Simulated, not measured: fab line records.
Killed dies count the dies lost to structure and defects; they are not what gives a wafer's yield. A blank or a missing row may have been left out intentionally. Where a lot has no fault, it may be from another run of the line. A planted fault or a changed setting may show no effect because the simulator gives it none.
The tool behind it: which one? | flow gf180mcu | 6 lots, 18 wafers sampled, at 3 steps of a route of 602

== WHAT EACH GAUGE READ, for each wafer ==
GF_DUAL_GATE_OVL_MEAS_11.
lot  | measured     | on         | DUAL_GATE_OVL (nm)
L365 | day 8 18:46  | overlay-01 | 1.9 1.5 1.5
L369 | day 9 17:29  | overlay-01 | 0.9 0.7 -0.1
L372 | day 10 12:22 | overlay-01 | 0.6 0.4 1.5
L382 | day 13 11:50 | overlay-02 | -0.4 -2.4 -2.7
L384 | day 14 12:28 | overlay-01 | -0.3 -3.2 -1.3
L387 | day 15 01:53 | overlay-02 | -1.5 -1.1 -0.6

== WHICH TOOL RAN EACH LOT (tool, then ch and the chambers of the sampled wafers, then the start) ==
lot  | GF_DNWELL_STRIP_08                 | GF_MVSD_STRIP_10
L365 | plasmaAsher-04 ch 0,1, day 3 00:37 | plasmaAsher-04 ch 0,1, day 4 16:49
L369 | plasmaAsher-04 ch 0,1, day 3 20:27 | plasmaAsher-03 ch 0,1, day 5 14:50
L372 | plasmaAsher-02 ch 0,1, day 4 12:43 | plasmaAsher-02 ch 0,1, day 6 08:30
L382 | plasmaAsher-02 ch 0,1, day 6 17:46 | plasmaAsher-03 ch 0, day 8 18:28
L384 | plasmaAsher-01 ch 0,1, day 7 09:44 | plasmaAsher-02 ch 0,1, day 9 13:23
L387 | plasmaAsher-02 ch 0,1, day 7 23:34 | plasmaAsher-04 ch 0,1, day 10 01:53
- GF_DNWELL_STRIP_08: strips in O2/N2.
- GF_MVSD_STRIP_10: strips in O2/N2.

== THE ANSWER, worked out from the rows above alone ==
Rule: usual is defined by the lots themselves. Put in order of their means at a reading, lots are off if they are a third of the lots or fewer, leave a main group of 4 or more, and stand apart from it by a gap of 3 or more times the standard deviation of the main group's means; of several such gaps the widest counts. The tables above print the reading to a certain number of digits; a main group whose means all agree to those digits is not used. A lot without any number at a reading at which 4 lots or more have one is off too. All remaining lots with rows at the step are treated as sound.
No lot is off on any of the readings shown, so nothing can be concluded from this.

== WHAT THE SIMULATOR HAD PUT IN ==
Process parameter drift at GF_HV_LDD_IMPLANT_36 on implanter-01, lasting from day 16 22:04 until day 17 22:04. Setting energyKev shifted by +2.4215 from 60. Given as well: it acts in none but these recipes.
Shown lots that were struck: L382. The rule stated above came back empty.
